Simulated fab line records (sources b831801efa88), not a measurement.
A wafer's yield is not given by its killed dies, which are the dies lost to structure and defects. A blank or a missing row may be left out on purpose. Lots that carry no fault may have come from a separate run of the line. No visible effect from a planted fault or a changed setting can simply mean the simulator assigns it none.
A struck lot beside a sound one | flow sfq_line | 13 out of 325 route steps
Sound: these wafers, L508.3, L508.5, L508.6. The struck wafers were L518.1, L518.3, L518.5. At the end, the cause is stated.
Each step with rows lists, per side, the tool, then ch with its chambers, then its first start. Under that, the readings that differ: sound wafers | struck wafers | difference of the means | sigmas: that difference in standard deviations of wafers without a fault.
alike: words and numbers the same on both sides, and readings whose means are apart by under 2 such deviations; not compared: readings that were withheld, readings missing a value for some wafer, numbers with overlapping values and no deviation given by the record, and bounds like >300 which may hide the same value.
Wherever a step has rows on one side only, a row that says differs or no value, or a row with sigmas, the two part there. When numbers do not overlap yet have no deviation, they are printed without sigmas and do not part them. Lack of a reading on every wafer of one side parts them only where that side has two or more wafers.

SFQ_TRILAYER_M2_DEP_SPUTTER_055: material Nb, target thk 200 nm, time 133.3 s.
  sound on pvd_sputter-06 at day 32 09:16; struck on pvd_sputter-05 at day 34 12:52
  alike: cathode_dc_power_W, substrate_temp_c, throttle_valve_pct
SFQ_M2_RS_MEAS_914: measurement is done with a four-point probe.
  sound on film_metro-04 at day 32 09:23; struck on film_metro-02 at day 34 12:57
  alike: M2_NB_RS
then, 6 steps without rows for these wafers: SFQ_TRILAYER_M2_LITHO_COAT_062 (resist thk 62 nm); SFQ_TRILAYER_M2_LITHO_COAT_057 (resist thk 600 nm); SFQ_TRILAYER_M2_LITHO_SOFTBAKE_061; SFQ_TRILAYER_M2_LITHO_EXPOSE_058 (exposes mask M2, target cd 500 nm); SFQ_TRILAYER_M2_LITHO_PEB_060 (peb time 60 s); SFQ_TRILAYER_M2_LITHO_DEVELOP_059 (time 60 s).
-- the record jumps here: 6 days lie between the struck wafers' starts before and after --
SFQ_M2_OVL_MEAS_916:
  sound on overlay-02 at day 37 15:46; struck on overlay-01 at day 40 03:42
  alike: M2_OVL
SFQ_TRILAYER_M2_BARC_OPEN_METAL_ETCH_077: etches BARC in O2, target depth 125 nm, time 41.7 s.
  sound on rie_metal-04 ch 0,1, day 37 15:49; struck on rie_metal-01 ch 0, day 40 03:44
  alike: drypump_motor_current_A, oes_product_au
  not compared: rf_hours_counter_h
SFQ_TRILAYER_M2_ETCH_METAL_ETCH_060: etches Nb in Cl2/Ar, stops on SiO2, target depth 240 nm, time 120 s.
  sound on rie_metal-04 ch 0,1, day 37 15:53; struck on rie_metal-01 ch 0, day 40 03:47
  alike: drypump_motor_current_A, oes_product_au
  not compared: rf_hours_counter_h
SFQ_TRILAYER_M2_STRIP_STRIP_061: strips in O2.
  sound on rie_metal-04 ch 0,1, day 37 16:10; struck on rie_metal-01 ch 0, day 40 03:55
  reading          | sound          | struck         | difference | sigmas
  overash_fraction | 0.65 0.65 0.65 | 0.91 0.91 0.91 | +0.26      |
  alike: drypump_motor_current_A, oes_product_au
  not compared: rf_hours_counter_h
then, 1 step without rows for these wafers: SFQ_TRILAYER_M2_STRIP_SOLV_CLEAN_062 (cleans in NMP, time 600 s).

WHERE THEY PART
Nowhere in this record.

WHY: the cause the simulator had injected
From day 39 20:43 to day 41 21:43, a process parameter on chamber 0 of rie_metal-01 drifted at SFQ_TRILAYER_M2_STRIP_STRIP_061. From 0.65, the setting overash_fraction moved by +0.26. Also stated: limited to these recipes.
